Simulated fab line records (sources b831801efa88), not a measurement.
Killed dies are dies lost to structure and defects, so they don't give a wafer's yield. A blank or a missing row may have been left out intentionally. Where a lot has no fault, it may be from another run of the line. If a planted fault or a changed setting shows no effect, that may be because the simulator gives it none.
A struck lot beside a sound one || flow gf180mcu || 14 steps out of a route of 602
Sound: wafers L186.1, L186.4, L186.5. Wafers L196.1, L196.5, L196.6 were the ones struck. At the end, the cause is stated.
At each step with rows: each side's tool, then ch and its chambers, then its first start. Under that, the readings that differ: sound wafers || struck wafers || difference of the means || sigmas: that difference in standard deviations of wafers without a fault.
alike: a reading whose means differ by less than 2 such deviations, as well as words and numbers matching on both sides. not compared: withheld readings; readings where some wafer has no value; bounds like >300 that might hide an equal value; numbers whose values overlap and for which the record gives no deviation.
A row with sigmas, a row that says differs or no value, or rows on one side alone: a step with any of these is where the two part. Numbers that don't overlap but have no deviation are shown without sigmas and don't part them. A reading missing from all wafers of one side parts the sides only when that side holds two or more wafers.

GF_VT_IMPLANT_RS_MEAS_49: the measuring method here is four-point-probe.
  sound on film-metro-04 at day 10 03:19; struck on film-metro-04 at day 12 23:59
  alike: MVPSD_RS
then, 4 steps without rows for these wafers: GF_VT_IMPLANT_WET_ETCH_50 (etches SiO2 in dHF, target depth 20 nm, time 400 s); GF_DUAL_GATE_CLEAN_00 (cleans in SC1/SC2, time 150 s); GF_DUAL_GATE_CLEAN_01 (cleans in dHF, time 20 s); GF_DUAL_GATE_OXIDATION_02 (stabilise 600 s, purge 300 s, target thk 10.887 nm).
GF_DUAL_GATE_THK_MEAS_03:
  sound on film-metro-02 at day 10 05:07; struck on film-metro-04 at day 13 02:05
  alike: DUAL_GATE_OXIDATION_00_THK
then, 6 steps without rows for these wafers: GF_DUAL_GATE_DEHYDRATE_04 (time 60 s); GF_DUAL_GATE_HMDS_05 (prime time 60 s); GF_DUAL_GATE_COAT_06 (resist thk 1000 nm); GF_DUAL_GATE_SOFTBAKE_07 (time 60 s); GF_DUAL_GATE_EXPOSE_08 (exposes mask Dualgate, target cd 700 nm); GF_DUAL_GATE_PEB_09.
GF_DUAL_GATE_DEVELOP_10: develop time 60 s.
  sound on litho-track-02 ch 0, day 10 22:47; struck on litho-track-04, day 13 21:55
  no value came back on the struck wafers for chill-plate-temp-C (C), develop-time-s (s); on the sound wafers chill-plate-temp-C (C) reads 23.24 23.04 23.09
GF_DUAL_GATE_OVL_MEAS_11:
  sound on overlay-02 at day 10 22:56; struck on overlay-02 at day 13 22:04
{"reading": "DUAL_GATE_OVL (nm)", "sound": "-2.1 -2.4 -1.0", "struck": "- - -", "difference": "no value on the struck wafers", "sigmas": ""}

== WHERE THEY PART ==
Last at GF_DUAL_GATE_OVL_MEAS_11 as far as this record goes, first at GF_DUAL_GATE_DEVELOP_10.

WHY: whatever the simulator had introduced
Skipped step whole: litho-track-04, from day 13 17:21 on, at GF_DUAL_GATE_DEVELOP_10. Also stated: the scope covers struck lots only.
